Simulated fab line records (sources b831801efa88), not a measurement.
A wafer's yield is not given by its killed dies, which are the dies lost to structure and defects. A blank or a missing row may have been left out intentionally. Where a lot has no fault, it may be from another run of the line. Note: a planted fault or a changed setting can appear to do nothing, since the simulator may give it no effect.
What tool caused it? -- flow gf180mcu -- 7 lots, 21 wafers sampled, at 2 steps of a route of 602

## WHAT THE GAUGES READ, wafer by wafer
GF_V5_THK_MEAS_03.
lot,measured,on,V5_CVD_02_THK (nm)
L921,day 26 16:11,film_metro-01,1415 1444 1473
L924,day 27 18:32,film_metro-04,1434 1433 1450
L925,day 28 05:44,film_metro-01,1419 1428 1430
L929,day 29 09:40,film_metro-03,1445 1445 1441
L932,day 30 05:59,film_metro-01,1432 1478 1473
L939,day 32 01:58,film_metro-03,1395 1432 1424
L941,day 32 12:27,film_metro-04,1453 1474 1460

## WHAT TOOL EACH LOT RAN ON (gives the tool, then ch and the chambers of the sampled wafers, and finally the start)
lot,GF_MIM_SPUTTER_04
L921,"pvd_sputter-04, day 24 20:08"
L924,"pvd_sputter-04, day 25 23:53"
L925,"pvd_sputter-03, day 26 11:31"
L929,"pvd_sputter-02, day 27 17:10"
L932,"pvd_sputter-03, day 28 14:16"
L939,"pvd_sputter-04, day 30 13:07"
L941,"pvd_sputter-04, day 30 23:50"
- GF_MIM_SPUTTER_04: material TiN, target thk 50 nm, time 41.7 s.

## THE ANSWER, worked out from the rows above alone
Rule: usual is defined by the lots themselves. Put in order of their means at a reading, lots are off if they are a third of the lots or fewer, leave a main group of 4 or more, and stand apart from it by a gap of 3 or more times the standard deviation of the main group's means; of several such gaps the widest counts. A main group is skipped when, at the precision printed for the reading in the tables above, its means are all equal. Also off: a lot with no number at a reading for which 4 or more lots have one. Where the step has rows for the other lots, those lots are counted as sound.
No lot is off at any reading shown: from this, nothing can be told.

## WHAT WAS PUT IN BY THE SIMULATOR
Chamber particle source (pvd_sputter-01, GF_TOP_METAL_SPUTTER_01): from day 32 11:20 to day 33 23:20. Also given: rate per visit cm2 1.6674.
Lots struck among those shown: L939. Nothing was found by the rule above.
